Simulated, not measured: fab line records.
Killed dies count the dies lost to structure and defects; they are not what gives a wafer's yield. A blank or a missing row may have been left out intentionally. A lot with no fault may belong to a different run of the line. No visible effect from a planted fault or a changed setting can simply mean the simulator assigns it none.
fab line records | flow sky130
record: lots: 12 | wafers: 36 | last-day: 50
route steps=708 shown CONTACT@425 CAP2M@605 METAL4@635 PAD_OPEN@708
lots with no fault: from the same line, run without faults
start-h: hours from the record's opening day to when the first of the lot's shown wafers began | wait-h: hours since the lot's step before | " repeats the value in the row above | L1.1+2: one row covering several wafers at once | - value missing, or start not given | * or withheld: withheld | < > ~ a bound
route shown NAME@n: a module of which the file shows steps, and the number in the route of the first | usual: mean/standard deviation taken from wafers without a fault | same: alike in all rows | chamber/n: place in a boat | sites: each site's reading | _std_site: the values' standard deviation | _edge_site: the outer-site mean with the inner-site mean subtracted | radius-mm: how far each site lies from the wafer's centre | mask NAME#n: copy n | behind: tool/chamber where the wafer was last shaped | hold: cause of the lot's hold/its duration in hours/its outcome | device: the n, p or np transistor that did not switch | end of line: tests of these same wafers at the route's end | step lacking rows: just its recipe | killed: not the wafer's yield, but the dies lost to structure and defects at the first sort | map: dies across one wafer; x = killed, . = not, _ = none there
set.NAME: the setting as run; set.NAME@STEP: as run at that earlier step | model.NAME: the simulator's own value behind a step, which no gauge read
a sample of lots followed through the steps of the route, with each step as a table and each wafer as a row
services: a tool's chamber out of use, with start hour (start-h, from the record's first day; less than 0 if before it), hours out, and reason
== steps ==
step: SKY_CONTACT_STRIP_19
recipe: chemistry: O2/N2 | power-w: 1400 | pressure-mtorr: 1500 | platen-temp-c: withheld | o2-flow-sccm: 3000 | n2-flow-sccm: 300 | overash-fraction: 0.5
usual: drypump-motor-current-A: 5.7/0.51 | oes-product-au: 0.381/0.0043 | strip-time-to-endpoint-s: 3.632/0.029
lot.wafer | tool            | chamber | start-h | wait-h | drypump-motor-current-A | oes-product-au | rf-hours-counter-h | strip-time-to-endpoint-s
L280.1    | plasma-asher-04 | 0       | 740.19  | -      | 6.6                     | 0.380          | 62                 | 3.599
L280.3    | "               | 0       | "       | "      | 6.6                     | 0.382          | -                  | 3.654
L280.6    | "               | 0       | "       | "      | 6.6                     | 0.382          | -                  | 3.671
L281.1    | plasma-asher-03 | 0       | 745.39  | -      | 5.3                     | 0.379          | 0                  | 3.689
L281.4    | "               | 1       | "       | "      | 5.2                     | 0.380          | -                  | 3.654
L281.5    | "               | 1       | "       | "      | 5.2                     | 0.378          | -                  | 3.696
L282.1    | plasma-asher-04 | 0       | 755.49  | -      | 6.6                     | 0.369          | 64                 | 3.624
L282.2    | "               | 1       | "       | "      | 5.5                     | 0.379          | 64                 | 3.650
L282.4    | "               | 1       | "       | "      | 5.5                     | 0.374          | -                  | 3.610
L284.1    | plasma-asher-04 | 0       | 763.74  | -      | 6.6                     | 0.385          | 65                 | 3.646
L284.3    | "               | 0       | "       | "      | 6.6                     | 0.379          | -                  | 3.610
L284.6    | "               | 1       | "       | "      | 5.5                     | 0.376          | -                  | 3.671
L283.1    | plasma-asher-03 | 0       | 766.69  | -      | 5.3                     | 0.388          | 2                  | 3.623
L283.4    | "               | 0       | "       | "      | 5.3                     | 0.381          | -                  | 3.601
L283.6    | "               | 0       | "       | "      | 5.3                     | 0.381          | -                  | 3.620
L292.1    | plasma-asher-04 | 0       | 833.47  | -      | 6.6                     | 0.381          | 72                 | 3.675
L292.3    | "               | 1       | "       | "      | 5.5                     | 0.378          | -                  | 3.663
L292.4    | "               | 0       | "       | "      | 6.6                     | 0.383          | -                  | 3.701
L295.3    | plasma-asher-03 | 1       | 859.12  | -      | 5.3                     | 0.386          | -                  | 3.613
L295.4    | "               | 0       | "       | "      | 5.3                     | 0.380          | -                  | 3.597
L295.5    | "               | 0       | "       | "      | 5.3                     | 0.381          | -                  | 3.599
L296.2    | plasma-asher-03 | 1       | 870.15  | -      | 5.3                     | 0.379          | 12                 | 3.678
L296.3    | "               | 1       | "       | "      | 5.2                     | 0.381          | -                  | 3.607
L296.5    | "               | 1       | "       | "      | 5.3                     | 0.386          | -                  | 3.646
L299.2    | plasma-asher-03 | 0       | 891.24  | -      | 5.3                     | 0.385          | 14                 | 3.645
L299.3    | "               | 1       | "       | "      | 5.2                     | 0.382          | -                  | 3.596
L299.5    | "               | 1       | "       | "      | 5.2                     | 0.382          | -                  | 3.644
L303.1    | plasma-asher-01 | 0       | 911.89  | -      | 6.1                     | 0.384          | 48                 | 3.631
L303.4    | "               | 1       | "       | "      | 5.7                     | 0.383          | -                  | 3.628
L303.5    | "               | 0       | "       | "      | 6.1                     | 0.383          | -                  | 3.656
L301.2    | plasma-asher-03 | 1       | 912.92  | -      | 5.3                     | 0.378          | 17                 | 3.662
L301.4    | "               | 0       | "       | "      | 5.3                     | 0.386          | -                  | 3.641
L301.5    | "               | 1       | "       | "      | 5.2                     | 0.383          | -                  | 3.629
L302.1    | plasma-asher-01 | 1       | 915.15  | -      | 5.7                     | 0.376          | 48                 | 3.586
L302.2    | "               | 0       | "       | "      | 6.1                     | 0.381          | 48                 | 3.666
L302.3    | "               | 0       | "       | "      | 6.1                     | 0.377          | -                  | 3.630
step: SKY_CAP2M_SPUTTER_02
recipe: material: TiN | target-thk-nm: 200 | temp-c: 300 | power-w: 6500 | time-s: 166.7 | chamber-pressure-pa: 0.4
usual: throttle-valve-pct: 30.0/1.2
lot.wafer | tool           | chamber | start-h | wait-h | throttle-valve-pct
L280.1    | pvd-sputter-03 | -       | 936.23  | 0.1    | 30.1
L280.3    | "              | -       | "       | "      | 30.1
L280.6    | "              | -       | "       | "      | 30.0
L281.1    | pvd-sputter-03 | -       | 942.23  | 0.1    | 30.2
L281.4    | "              | -       | "       | "      | 28.9
L281.5    | "              | -       | "       | "      | 29.9
L282.1    | pvd-sputter-02 | -       | 948.65  | 0.1    | 27.6
L282.2    | "              | -       | "       | "      | 29.8
L282.4    | "              | -       | "       | "      | 29.7
L284.1    | pvd-sputter-01 | -       | 957.91  | 0.1    | 30.1
L284.3    | "              | -       | "       | "      | 29.9
L284.6    | "              | -       | "       | "      | 29.8
L283.1    | pvd-sputter-01 | -       | 961.81  | 0.1    | 30.0
L283.4    | "              | -       | "       | "      | 32.5
L283.6    | "              | -       | "       | "      | 30.4
L292.1    | pvd-sputter-01 | -       | 1021.86 | 0.1    | 32.3
L292.3    | "              | -       | "       | "      | 28.2
L292.4    | "              | -       | "       | "      | 30.4
L295.3    | pvd-sputter-03 | -       | 1044.48 | 0.0    | 29.2
L295.4    | "              | -       | "       | "      | 29.8
L295.5    | "              | -       | "       | "      | 30.4
L296.2    | pvd-sputter-02 | -       | 1051.98 | 0.0    | 27.4
L296.3    | "              | -       | "       | "      | 29.6
L296.5    | "              | -       | "       | "      | 29.7
L299.2    | pvd-sputter-01 | -       | 1070.04 | 0.0    | 32.2
L299.3    | "              | -       | "       | "      | 28.3
L299.5    | "              | -       | "       | "      | 28.4
L303.1    | pvd-sputter-03 | -       | 1087.63 | 0.1    | 29.9
L303.4    | "              | -       | "       | "      | 30.2
L303.5    | "              | -       | "       | "      | 30.0
L301.2    | pvd-sputter-02 | -       | 1088.49 | 0.0    | 29.7
L301.4    | "              | -       | "       | "      | 31.1
L301.5    | "              | -       | "       | "      | 30.7
L302.1    | pvd-sputter-01 | -       | 1092.08 | 0.1    | 30.0
L302.2    | "              | -       | "       | "      | 29.9
L302.3    | "              | -       | "       | "      | 28.4
step: SKY_CAP2M_THK_MEAS_04
recipe: thk-meas-gauge: xrf | reads: TiN_of_CAP2M_SPUTTER_02
usual: CAP2M_TIN_THK: 197.9/2.8
lot.wafer | tool          | chamber | start-h | wait-h | CAP2M_TIN_THK[nm]
L280.1    | film-metro-03 | -       | 936.46  | 0.1    | 199.9
L280.3    | "             | -       | "       | "      | 202.0
L280.6    | "             | -       | "       | "      | 201.8
L281.1    | film-metro-01 | -       | 942.46  | 0.1    | 201.4
L281.4    | "             | -       | "       | "      | 200.1
L281.5    | "             | -       | "       | "      | 202.6
L282.1    | film-metro-02 | -       | 948.88  | 0.1    | 197.1
L282.2    | "             | -       | "       | "      | 199.7
L282.4    | "             | -       | "       | "      | 198.9
L284.1    | film-metro-02 | -       | 958.14  | 0.1    | 197.8
L284.3    | "             | -       | "       | "      | 202.8
L284.6    | "             | -       | "       | "      | 198.9
L283.1    | film-metro-01 | -       | 962.04  | 0.1    | 198.5
L283.4    | "             | -       | "       | "      | 199.2
L283.6    | "             | -       | "       | "      | 197.7
L292.1    | film-metro-01 | -       | 1022.09 | 0.1    | 196.7
L292.3    | "             | -       | "       | "      | 194.4
L292.4    | "             | -       | "       | "      | 194.9
L295.3    | film-metro-01 | -       | 1044.73 | 0.1    | 201.3
L295.4    | "             | -       | "       | "      | 201.0
L295.5    | "             | -       | "       | "      | 201.9
L296.2    | film-metro-03 | -       | 1052.22 | 0.1    | 201.9
L296.3    | "             | -       | "       | "      | 202.5
L296.5    | "             | -       | "       | "      | 203.8
L299.2    | film-metro-03 | -       | 1070.28 | 0.1    | 192.8
L299.3    | "             | -       | "       | "      | 193.0
L299.5    | "             | -       | "       | "      | 192.6
L303.1    | film-metro-03 | -       | 1087.86 | 0.1    | 200.2
L303.4    | "             | -       | "       | "      | 195.8
L303.5    | "             | -       | "       | "      | 198.5
L301.2    | film-metro-03 | -       | 1088.73 | 0.1    | 196.7
L301.4    | "             | -       | "       | "      | 192.4
L301.5    | "             | -       | "       | "      | 192.0
L302.1    | film-metro-02 | -       | 1092.42 | 0.1    | 195.4
L302.2    | "             | -       | "       | "      | 193.1
L302.3    | "             | -       | "       | "      | 193.4
step: SKY_METAL4_STRIP_19
recipe: chemistry: O2/N2 | power-w: 1400 | pressure-mtorr: 1500 | platen-temp-c: withheld | o2-flow-sccm: 3000 | n2-flow-sccm: 300 | overash-fraction: 0.5
usual: drypump-motor-current-A: 5.8/0.55 | oes-product-au: 0.500/0.0057 | strip-time-to-endpoint-s: 6.49/0.061
lot.wafer | tool            | chamber | start-h | wait-h | drypump-motor-current-A | oes-product-au | rf-hours-counter-h | strip-time-to-endpoint-s
L280.1    | plasma-asher-01 | 0       | 984.73  | 0.1    | 6.1                     | 0.487          | 55                 | 6.41
L280.3    | "               | 0       | "       | "      | 6.1                     | 0.492          | -                  | 6.42
L280.6    | "               | 1       | "       | "      | 5.7                     | 0.492          | -                  | 6.41
L281.1    | plasma-asher-04 | 0       | 991.71  | 0.1    | 6.6                     | 0.508          | 86                 | 6.56
L281.4    | "               | 0       | "       | "      | 6.6                     | 0.505          | -                  | 6.53
L281.5    | "               | 0       | "       | "      | 6.6                     | 0.511          | -                  | 6.56
L282.1    | plasma-asher-02 | 1       | 996.83  | 0.1    | 6.1                     | 0.500          | 118                | 6.49
L282.2    | "               | 0       | "       | "      | 4.9                     | 0.498          | 118                | 6.48
L282.4    | "               | 0       | "       | "      | 4.9                     | 0.501          | -                  | 6.55
L284.1    | plasma-asher-02 | 0       | 1005.21 | 0.1    | 4.9                     | 0.506          | 119                | 6.48
L284.3    | "               | 1       | "       | "      | 6.1                     | 0.496          | -                  | 6.47
L284.6    | "               | 0       | "       | "      | 4.9                     | 0.506          | -                  | 6.45
L283.1    | plasma-asher-02 | 1       | 1010.17 | 0.1    | 6.2                     | 0.494          | 120                | 6.46
L283.4    | "               | 0       | "       | "      | 4.9                     | 0.504          | -                  | 6.49
L283.6    | "               | 0       | "       | "      | 4.9                     | 0.496          | -                  | 6.45
L292.1    | plasma-asher-01 | 1       | 1066.89 | 0.1    | 5.7                     | 0.507          | 64                 | 6.62
L292.3    | "               | 1       | "       | "      | 5.7                     | 0.503          | -                  | 6.65
L292.4    | "               | 0       | "       | "      | 6.1                     | 0.500          | -                  | 6.54
L295.3    | plasma-asher-02 | 1       | 1088.46 | 0.1    | 6.1                     | 0.504          | -                  | 6.55
L295.4    | "               | 0       | "       | "      | 4.9                     | 0.499          | -                  | 6.48
L295.5    | "               | 1       | "       | "      | 6.1                     | 0.502          | -                  | 6.54
L296.2    | plasma-asher-02 | 1       | 1096.08 | 0.1    | 6.1                     | 0.497          | 4                  | 6.50
L296.3    | "               | 0       | "       | "      | 4.9                     | 0.507          | -                  | 6.46
L296.5    | "               | 1       | "       | "      | 6.1                     | 0.497          | -                  | 6.51
L299.2    | plasma-asher-02 | 1       | 1112.36 | 0.1    | 6.1                     | 0.495          | 5                  | 6.48
L299.3    | "               | 1       | "       | "      | 6.1                     | 0.500          | -                  | 6.40
L299.5    | "               | 0       | "       | "      | 4.9                     | 0.495          | -                  | 6.49
L301.2    | plasma-asher-02 | 1       | 1128.98 | 0.1    | 6.2                     | 0.502          | 7                  | 6.62
L301.4    | "               | 1       | "       | "      | 6.2                     | 0.505          | -                  | 6.41
L301.5    | "               | 0       | "       | "      | 4.9                     | 0.502          | -                  | 6.65
L303.1    | plasma-asher-04 | 1       | 1129.36 | 0.1    | 5.5                     | 0.496          | 98                 | 6.41
L303.4    | "               | 0       | "       | "      | 6.6                     | 0.506          | -                  | 6.42
L303.5    | "               | 0       | "       | "      | 6.6                     | 0.495          | -                  | 6.49
L302.1    | plasma-asher-02 | 1       | 1133.58 | 0.1    | 6.1                     | 0.506          | 7                  | 6.48
L302.2    | "               | 0       | "       | "      | 4.9                     | 0.498          | 7                  | 6.43
L302.3    | "               | 0       | "       | "      | 4.9                     | 0.501          | -                  | 6.41
step: SKY_PAD_OPEN_PROBE_99
usual: killed_at_M0_to_M3: 43/6.7 | killed_at_M4_up: 3.1/1.9 | killed-at-contacts: 25/5 | killed-at-front-end: 15/4 | killed-at-other: 0.4/0.69 | killed-dies: 87/9.2 | killed-open: 46/7.1 | killed-short: 40/6.8
same: gross-dies: 492 | killed-at-back-side: 0
lot.wafer | tool      | chamber | start-h | wait-h | killed_at_M0_to_M3 | killed_at_M4_up | killed-at-contacts | killed-at-front-end | killed-at-other | killed-dies | killed-open | killed-short
L292.1    | prober-01 | -       | 1152.48 | 0.1    | 39                 | 4               | 75                 | 12                  | 0               | 130         | 41          | 37
L292.3    | prober-01 | -       | 1152.58 | 0.2    | 48                 | 4               | 19                 | 14                  | 0               | 85          | 52          | 33
L292.4    | prober-01 | -       | 1152.63 | 0.2    | 30                 | 4               | 72                 | 9                   | 1               | 116         | 40          | 25
killed by level:class
L292.1 CONTACT:unspecified=52 LI_CONTACT:geometric-particle:open=10 VIA1:geometric-particle:open=9 CONTACT:geometric-particle:open=6 METAL2:geometric-particle:short=6 VIA3:geometric-particle:open=5 VIA2:geometric-particle:open=5 FIELD_ISO:geometric-particle:open=4
L292.3 VIA1:geometric-particle:open=15 CONTACT:geometric-particle:open=8 VIA2:geometric-particle:open=7 METAL1:geometric-particle:short=6 FIELD_ISO:geometric-particle:open=5 LI_CONTACT:geometric-particle:open=5 VIA3:geometric-particle:open=5 VIA3:geometric-particle:short=5
L292.4 CONTACT:unspecified=50 LI_CONTACT:geometric-particle:open=11 VIA1:geometric-particle:open=9 CONTACT:geometric-particle:open=4 METAL1:geometric-particle:short=4 VIA2:geometric-particle:short=4 VIA2:geometric-particle:open=4 POLY_GATE:geometric-particle:open=3
== services ==
tool            | chamber | start-h | hours | kind
plasma-asher-03 | -       | 717.84  | 0.6   | repair
plasma-asher-03 | -       | 733.75  | 9.0   | pm
plasma-asher-03 | -       | 745.64  | 1.0   | repair
pvd-sputter-02  | -       | 753.21  | 3.8   | repair
plasma-asher-04 | -       | 778.82  | 2.6   | repair
pvd-sputter-02  | -       | 783.89  | 2.0   | repair
pvd-sputter-02  | -       | 823.24  | 5.2   | repair
plasma-asher-03 | -       | 823.44  | 1.9   | repair
plasma-asher-01 | -       | 885.40  | 2.9   | repair
plasma-asher-04 | -       | 905.75  | 9.4   | repair
pvd-sputter-03  | -       | 947.15  | 2.1   | repair
plasma-asher-02 | -       | 961.62  | 2.8   | pm
plasma-asher-01 | -       | 963.62  | 2.8   | pm
plasma-asher-04 | -       | 980.43  | 0.8   | repair
plasma-asher-01 | -       | 994.74  | 0.7   | repair
plasma-asher-04 | -       | 995.73  | 13.3  | repair
pvd-sputter-02  | -       | 1007.90 | 8.5   | repair
plasma-asher-03 | -       | 1047.80 | 0.5   | repair
plasma-asher-02 | -       | 1055.25 | 9.0   | pm
plasma-asher-02 | 0       | 1055.25 | 9.0   | vent-cycle
plasma-asher-03 | -       | 1087.50 | 1.7   | repair
pvd-sputter-03  | -       | 1109.79 | 8.8   | repair
plasma-asher-04 | -       | 1121.95 | 1.5   | repair
plasma-asher-03 | -       | 1130.59 | 7.5   | repair
== key ==
first-sign: step: SKY_PAD_OPEN_PROBE_99 | reading: killed-at-contacts | direction: up | sigmas: 9.8 | usual: 25 | struck: 74
effect: step: SKY_PAD_OPEN_PROBE_99 | reading: killed-dies | direction: up | sigmas: 4 | usual: 87 | struck: 123
met-at SKY_CONTACT_STRIP_19
struck-lots L292
struck-wafers L292.1,L292.4
tester-left-out L292
not-acting-at SKY_CAP2M_SPUTTER_02,SKY_CAP2M_THK_MEAS_04,SKY_METAL4_STRIP_19
onset-between 763.74 833.47
fault: kind: chamber-particle-source | tool: plasma-asher-04 | chamber: 0 | onset-h: 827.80 | steps: SKY_CONTACT_STRIP_19 | rate-per-visit-cm2: 0.79958 | end-h: 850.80
tester-left-out: of these lots the tester's yield and bins aren't shown, on N5 and GAA mostly nor the transistor test; their killed dies are dies lost to structure and defects alone, not to doping, threshold or leakage, so they don't give the yield
